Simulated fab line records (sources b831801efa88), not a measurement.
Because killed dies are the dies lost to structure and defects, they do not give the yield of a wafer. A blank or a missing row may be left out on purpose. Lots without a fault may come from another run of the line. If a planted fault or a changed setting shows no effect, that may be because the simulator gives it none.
fab line records	flow sky130
[record] lots = 15	wafers = 45	last_day = 50
route steps=708 shown GATE_OXIDE@200 POLY_GATE@205
lots that met no fault: taken from a fault-free run of the same line
start_h: the number of hours between the record's first day and the start of the first shown wafer of the lot	wait_h: hours from the lot's prior step to this one	" same as the row above	L1.1+2: one row covering several wafers at once	- no value present, or no start provided	* or withheld: withheld	< > ~ a bound
route shown NAME@n: NAME is a module with steps in the file, n the number in the route of the first one	usual: the fault-free wafers' mean and standard deviation	same: alike in all rows	chamber/n: place in a boat	sites: each site's reading	_std_site: the values' standard deviation	_edge_site: inner sites' mean taken away from outer sites' mean	radius_mm: for every site, how far away it sits from the centre of the wafer	mask NAME#n: copy n	behind: the most recent tool/chamber to have shaped the wafer	hold: cause of the lot's hold/its duration in hours/its outcome	device: which transistor (n, p or np) failed to switch	end of line: at the end of the route, the tests of the same wafers	for a step that has no rows: nothing shown but its recipe	killed: dies lost to structure and defects at the first sort, not the wafer's yield	map: a wafer's dies, x killed, . not, _ none there
set.NAME: the setting the step ran with; set.NAME@STEP: the setting that earlier step ran with	model.NAME: the simulator's own value behind a step, which no gauge read
a sample of lots followed through the steps of the route, with each step as a table and each wafer as a row
services: from which hour (start_h, from the record's first day; less than 0 if before it) a tool's chamber was out of use, for how many hours, and why
[[steps]]
[step SKY_GATE_OXIDE_STRIP_13]
[recipe] chemistry = O2/N2	power_w = 1400	pressure_mtorr = 1500	platen_temp_c = withheld	o2_flow_sccm = 3000	n2_flow_sccm = 300	overash_fraction = 0.5
[usual] drypump_motor_current_A = 5.9/0.47	oes_product_au = 0.716/0.0046	strip_time_to_endpoint_s = 14.19/0.036
lot.wafer	tool	chamber	start_h	wait_h	drypump_motor_current_A	oes_product_au	rf_hours_counter_h	strip_time_to_endpoint_s
L520.2	plasma_asher-02	0	309.41	0.0	6.5	0.722	17	14.13
L520.5	"	0	"	"	6.5	0.721	-	14.13
L520.6	"	1	"	"	4.9	0.715	-	14.12
L521.3	plasma_asher-02	1	327.84	0.0	4.9	0.711	-	14.20
L521.5	"	1	"	"	4.9	0.717	-	14.19
L521.6	"	0	"	"	6.5	0.712	-	14.13
L522.2	plasma_asher-01	1	328.33	0.0	5.7	0.716	66	14.14
L522.3	"	0	"	"	5.9	0.717	-	14.16
L522.5	"	0	"	"	5.9	0.723	-	14.13
L523.2	plasma_asher-03	1	336.53	0.0	6.3	0.722	53	14.22
L523.3	"	1	"	"	6.3	0.714	-	14.21
L523.4	"	0	"	"	6.1	0.703	-	14.18
L524.2	plasma_asher-03	0	341.26	0.0	6.1	0.715	53	14.15
L524.4	"	1	"	"	6.4	0.703	-	14.12
L524.6	"	0	"	"	6.1	0.720	-	14.16
L528.1	plasma_asher-01	0	373.81	0.0	5.9	0.713	70	14.18
L528.5	"	0	"	"	5.9	0.713	-	14.14
L528.6	"	1	"	"	5.7	0.725	-	14.14
L529.1	plasma_asher-03	1	384.94	0.0	6.3	0.715	58	14.14
L529.3	"	0	"	"	6.1	0.720	-	14.16
L529.6	"	1	"	"	6.3	0.723	-	14.15
L530.4	plasma_asher-03	0	390.58	0.0	6.1	0.715	-	14.18
L530.5	"	1	"	"	6.3	0.714	-	14.15
L530.6	"	0	"	"	6.1	0.713	-	14.19
L536.1	plasma_asher-03	0	455.16	0.0	6.1	0.714	65	14.20
L536.4	"	0	"	"	6.1	0.713	-	14.22
L536.6	"	1	"	"	6.3	0.712	-	14.17
L537.2	plasma_asher-02	0	456.92	0.0	6.5	0.712	33	14.22
L537.3	"	1	"	"	4.9	0.714	-	14.23
L537.5	"	0	"	"	6.5	0.709	-	14.22
L538.1	plasma_asher-01	1	464.69	0.0	5.7	0.712	76	14.16
L538.3	"	0	"	"	5.9	0.717	-	14.19
L538.5	"	1	"	"	5.7	0.715	-	14.20
L540.1	plasma_asher-01	0	480.53	0.0	5.9	0.726	78	14.21
L540.5	"	0	"	"	5.9	0.716	-	14.18
L540.6	"	1	"	"	5.7	0.715	-	14.16
L541.1	plasma_asher-01	1	491.43	0.0	5.7	0.711	79	14.24
L541.4	"	0	"	"	5.9	0.711	-	14.23
L541.5	"	1	"	"	5.7	0.709	-	14.21
L542.1	plasma_asher-02	1	495.39	0.0	4.9	0.720	37	14.18
L542.2	"	0	"	"	6.6	0.710	37	14.11
L542.5	"	1	"	"	4.9	0.711	-	14.15
L543.3	plasma_asher-01	1	504.04	0.0	5.7	0.715	-	14.18
L543.5	"	0	"	"	5.9	0.713	-	14.15
L543.6	"	1	"	"	5.7	0.713	-	14.22
[step SKY_POLY_GATE_THK_MEAS_01]
[recipe] reads = poly-Si_of_POLY_GATE_CVD_00
[usual] POLY_GATE_CVD_00_THK = 179.5/1.6
lot.wafer	tool	chamber	start_h	wait_h	POLY_GATE_CVD_00_THK[nm]
L520.2	film_metro-01	-	314.46	0.0	179.5
L520.5	"	-	"	"	178.5
L520.6	"	-	"	"	180.4
L522.2	film_metro-04	-	331.59	0.0	178.1
L522.3	"	-	"	"	179.3
L522.5	"	-	"	"	177.4
L521.3	film_metro-01	-	331.60	0.0	175.2
L521.5	"	-	"	"	175.2
L521.6	"	-	"	"	175.9
L523.2	film_metro-01	-	339.48	0.0	177.8
L523.3	"	-	"	"	178.6
L523.4	"	-	"	"	177.0
L524.2	film_metro-02	-	344.80	0.0	181.0
L524.4	"	-	"	"	179.8
L524.6	"	-	"	"	178.8
L528.1	film_metro-01	-	376.83	0.0	178.4
L528.5	"	-	"	"	179.4
L528.6	"	-	"	"	179.3
L529.1	film_metro-04	-	388.56	0.0	182.1
L529.3	"	-	"	"	181.9
L529.6	"	-	"	"	181.4
L530.4	film_metro-01	-	395.58	0.0	182.9
L530.5	"	-	"	"	181.6
L530.6	"	-	"	"	180.2
L536.1	film_metro-02	-	458.13	0.0	180.7
L536.4	"	-	"	"	180.0
L536.6	"	-	"	"	179.0
L537.2	film_metro-01	-	459.87	0.0	179.8
L537.3	"	-	"	"	179.7
L537.5	"	-	"	"	180.5
L538.1	film_metro-01	-	467.64	0.0	181.6
L538.3	"	-	"	"	180.6
L538.5	"	-	"	"	178.7
L540.1	film_metro-02	-	483.48	0.0	180.3
L540.5	"	-	"	"	178.2
L540.6	"	-	"	"	179.5
L541.1	film_metro-02	-	494.38	0.0	178.7
L541.4	"	-	"	"	178.8
L541.5	"	-	"	"	178.8
L542.1	film_metro-04	-	498.33	0.0	180.1
L542.2	"	-	"	"	182.2
L542.5	"	-	"	"	180.1
L543.3	film_metro-02	-	506.98	0.0	182.8
L543.5	"	-	"	"	182.3
L543.6	"	-	"	"	181.0
[step SKY_POLY_GATE_PEB_11]
[recipe] peb_temp_c = withheld	peb_time_s = withheld	resist = KrF-thick
[usual] chill_plate_temp_C = *	exhaust_pa = 45.0/0.82
lot.wafer	tool	chamber	start_h	wait_h	chill_plate_temp_C	exhaust_pa
L520.2	litho_track-02	0	370	-	*	45.9
L520.5	"	0	"	"	*	45.2
L520.6	"	0	"	"	*	45.7
L521.3	litho_track-01	0	389	-	*	44.5
L521.5	"	0	"	"	*	44.4
L521.6	"	0	"	"	*	44.0
L522.2	litho_track-02	0	389	-	*	45.8
L522.3	"	0	"	"	*	46.5
L522.5	"	0	"	"	*	46.4
L523.2	litho_track-03	0	398	-	*	44.6
L523.3	"	0	"	"	*	46.0
L523.4	"	0	"	"	*	44.3
L524.2	litho_track-03	0	404	-	*	44.8
L524.4	"	0	"	"	*	45.4
L524.6	"	0	"	"	*	44.8
L528.1	litho_track-02	-	438	-	-	-
L528.5	"	-	"	"	-	-
L528.6	"	-	"	"	-	-
L529.1	litho_track-01	-	450	-	-	-
L529.3	"	-	"	"	-	-
L529.6	"	-	451	-	-	-
L530.4	litho_track-01	-	457	-	-	-
L530.5	"	-	"	"	-	-
L530.6	"	-	"	"	-	-
L536.1	litho_track-01	0	520	-	*	45.8
L536.4	"	0	"	"	*	44.3
L536.6	"	0	"	"	*	44.6
L537.2	litho_track-02	0	523	-	*	44.0
L537.3	"	0	"	"	*	44.4
L537.5	"	0	"	"	*	44.3
L538.1	litho_track-01	0	529	-	*	44.5
L538.3	"	0	"	"	*	43.7
L538.5	"	0	"	"	*	45.4
L540.1	litho_track-01	0	546	-	*	45.2
L540.5	"	0	"	"	*	45.0
L540.6	"	0	"	"	*	44.5
L541.1	litho_track-02	0	555	-	*	45.7
L541.4	"	0	556	-	*	45.3
L541.5	"	0	"	"	*	45.8
L542.1	litho_track-02	0	559	-	*	45.2
L542.2	"	0	"	"	*	45.4
L542.5	"	0	"	"	*	44.9
L543.3	litho_track-03	0	568	-	*	44.8
L543.5	"	0	"	"	*	45.7
L543.6	"	0	"	"	*	44.8
[step SKY_POLY_GATE_STRIP_18]
[recipe] chemistry = O2/N2	power_w = 1400	pressure_mtorr = 1500	platen_temp_c = withheld	o2_flow_sccm = 3000	n2_flow_sccm = 300	overash_fraction = 0.5
[usual] drypump_motor_current_A = 6.21/0.26	oes_product_au = 0.361/0.0051	strip_time_to_endpoint_s = 3.19/0.039
lot.wafer	tool	chamber	start_h	wait_h	drypump_motor_current_A	oes_product_au	rf_hours_counter_h	strip_time_to_endpoint_s
L520.2	plasma_asher-04	0	371.10	0.0	6.42	0.360	65	3.23
L520.5	"	1	"	"	6.37	0.360	-	3.19
L520.6	"	0	"	"	6.42	0.365	-	3.24
L521.3	plasma_asher-04	0	389.95	0.1	6.47	0.362	-	3.18
L521.5	"	0	"	"	6.47	0.351	-	3.16
L521.6	"	1	"	"	6.42	0.351	-	3.15
L522.2	plasma_asher-03	0	390.20	0.0	6.08	0.367	59	3.15
L522.3	"	0	"	"	6.07	0.367	-	3.14
L522.5	"	1	"	"	6.31	0.361	-	3.15
L523.2	plasma_asher-01	0	399.19	0.0	5.87	0.358	71	3.17
L523.3	"	1	"	"	5.71	0.361	-	3.21
L523.4	"	0	"	"	5.89	0.364	-	3.17
L524.2	plasma_asher-03	0	405.54	0.0	6.09	0.362	60	3.25
L524.4	"	0	"	"	6.10	0.366	-	3.21
L524.6	"	0	"	"	6.08	0.365	-	3.15
L528.1	plasma_asher-04	0	438.80	0.0	6.44	0.362	1	3.28
L528.5	"	1	"	"	6.51	0.369	-	3.16
L528.6	"	0	"	"	6.46	0.368	-	3.22
L529.1	plasma_asher-04	1	451.66	0.0	6.43	0.358	2	3.22
L529.3	"	1	"	"	6.44	0.369	-	3.24
L529.6	"	1	"	"	6.47	0.356	-	3.17
L530.4	plasma_asher-03	0	458.35	0.1	6.06	0.372	-	3.22
L530.5	"	1	"	"	6.32	0.360	-	3.21
L530.6	"	0	"	"	6.05	0.355	-	3.15
L536.1	plasma_asher-04	0	521.21	0.0	6.47	0.353	10	3.19
L536.4	"	0	"	"	6.45	0.362	-	3.23
L536.6	"	0	"	"	6.46	0.365	-	3.23
L537.2	plasma_asher-01	1	523.80	0.0	5.71	0.362	82	3.13
L537.3	"	1	"	"	5.72	0.360	-	3.10
L537.5	"	0	"	"	5.88	0.361	-	3.23
L538.1	plasma_asher-04	1	530.41	0.0	6.48	0.354	10	3.14
L538.3	"	1	"	"	6.50	0.357	-	3.16
L538.5	"	0	"	"	6.43	0.353	-	3.13
L540.1	plasma_asher-03	0	546.81	0.0	6.06	0.357	74	3.18
L540.5	"	1	"	"	6.31	0.360	-	3.17
L540.6	"	0	"	"	6.05	0.359	-	3.22
L541.1	plasma_asher-03	0	556.65	0.0	6.09	0.358	75	3.23
L541.4	"	1	"	"	6.28	0.355	-	3.18
L541.5	"	1	"	"	6.27	0.360	-	3.19
L542.1	plasma_asher-04	0	560.00	0.0	6.47	0.365	13	3.26
L542.2	"	1	"	"	6.46	0.361	13	3.20
L542.5	"	1	"	"	6.48	0.358	-	3.23
L543.3	plasma_asher-01	1	568.72	0.1	5.73	0.361	-	3.17
L543.5	"	1	"	"	5.71	0.364	-	3.20
L543.6	"	0	"	"	5.89	0.356	-	3.13
[[services]]
tool	chamber	start_h	hours	kind
plasma_asher-02	-	286.43	2.3	repair
plasma_asher-02	-	315.89	3.8	repair
plasma_asher-01	-	346.57	3.3	pm
plasma_asher-01	-	381.34	15.6	pm
plasma_asher-04	-	385.59	1.0	repair
plasma_asher-04	-	413.98	1.1	repair
plasma_asher-02	-	417.11	0.5	repair
plasma_asher-04	-	421.25	9.0	pm
plasma_asher-04	0	421.25	9.0	vent_cycle
plasma_asher-04	1	421.25	9.0	vent_cycle
plasma_asher-04	0	430.25	-	clean
plasma_asher-04	1	430.25	-	clean
plasma_asher-01	-	445.88	14.6	pm
[[key]]
[first_sign] step = SKY_POLY_GATE_PEB_11	reading = tool_record	direction = missing
effect none on later readings
met_at SKY_POLY_GATE_PEB_11
struck_lots L528,L529,L530
later_rows_left_out L528.1,L528.5,L528.6,L529.1,L529.3,L529.6,L530.4,L530.5,L530.6
sort_left_out L528.1,L528.5,L528.6,L529.1,L529.3,L529.6,L530.4,L530.5,L530.6
tester_left_out L528,L529,L530
not_acting_at SKY_GATE_OXIDE_STRIP_13,SKY_POLY_GATE_THK_MEAS_01,SKY_POLY_GATE_STRIP_18
onset_between 389 438
[fault] kind = skipped_step_whole	tool = litho_track-01,litho_track-02	chamber = -	onset_h = 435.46	steps = SKY_POLY_GATE_PEB_11	scope = struck_lots_only
// tester_left_out: of these lots the tester's yield and bins aren't shown, on N5 and GAA mostly nor the transistor test; their killed dies are dies lost to structure and defects alone, not to doping, threshold or leakage, so they don't give the yield
// sort_left_out: the simulated sort isn't trusted on such a fault, so these wafers' sort isn't shown, and their yield isn't known
// later_rows_left_out: the simulator's readings of these wafers behind a module that went badly wrong aren't trusted and aren't shown, but for the sort
